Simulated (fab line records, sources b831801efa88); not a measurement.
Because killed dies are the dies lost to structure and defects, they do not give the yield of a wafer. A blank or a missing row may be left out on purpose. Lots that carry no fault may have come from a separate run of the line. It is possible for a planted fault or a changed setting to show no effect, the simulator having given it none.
Chamber matching :: flow gf180mcu :: GF_STI_ETCH_14 on rieSi-01: 4 sister chambers
The step etches Si in HBr/Cl2/O2, target depth 360 nm, time 102.9 s. 8 wafers are shown with their chamber, then 6 later ones without.

== WAFERS, EACH WITH ITS CHAMBER ==
wafer: L497.4
chamber: 0
drypumpMotorCurrentA (A): 5.4
oesProductAu (a.u.): 1.016

wafer: L497.6
chamber: 0
drypumpMotorCurrentA (A): 5.3
oesProductAu (a.u.): 1.012

wafer: L501.4
chamber: 1
drypumpMotorCurrentA (A): 5.3
oesProductAu (a.u.): 0.980

wafer: L502.2
chamber: 3
drypumpMotorCurrentA (A): 4.9
oesProductAu (a.u.): 0.988

wafer: L502.5
chamber: 1
drypumpMotorCurrentA (A): 5.3
oesProductAu (a.u.): 0.967

wafer: L502.6
chamber: 2
drypumpMotorCurrentA (A): 5.7
oesProductAu (a.u.): 1.003

wafer: L506.1
chamber: 2
drypumpMotorCurrentA (A): 5.7
oesProductAu (a.u.): 1.009

wafer: L506.3
chamber: 3
drypumpMotorCurrentA (A): 4.9
oesProductAu (a.u.): 0.994

== WAFERS WHOSE CHAMBER IS MISSING ==
wafer: L506.4
drypumpMotorCurrentA (A): 5.4
oesProductAu (a.u.): 1.020

wafer: L507.3
drypumpMotorCurrentA (A): 5.4
oesProductAu (a.u.): 1.024

wafer: L507.4
drypumpMotorCurrentA (A): 4.9
oesProductAu (a.u.): 1.005

wafer: L507.6
drypumpMotorCurrentA (A): 5.3
oesProductAu (a.u.): 1.020

wafer: L508.4
drypumpMotorCurrentA (A): 5.3
oesProductAu (a.u.): 0.982

wafer: L508.6
drypumpMotorCurrentA (A): 5.3
oesProductAu (a.u.): 0.978

== WHICH CHAMBER EACH ONE RAN IN ==
wafer: L506.4
from the rows above: 0
in truth: 0

wafer: L507.3
from the rows above: 0
in truth: 0

wafer: L507.4
from the rows above: 3
in truth: 3

wafer: L507.6
from the rows above: 0
in truth: 0

wafer: L508.4
from the rows above: 1
in truth: 1

wafer: L508.6
from the rows above: 1
in truth: 1
Correct placement for 6 of the 6. Can't be placed from these rows: 0. Placed wrongly: 0.
How it was worked out, from the rows above alone: a wafer's distance from a chamber is the root of the sum, over the readings, of the square of ((its reading less the chamber's mean) divided by the reading's scatter). If the next closest chamber is less than 2 further off than the closest, the wafer can't be placed; otherwise it belongs to the closest. Each chamber's mean is taken over the wafers shown for it. The scatter: the root of (the sum of the squares of (reading less its chamber's mean) over the shown wafers, divided by (wafers less chambers)).
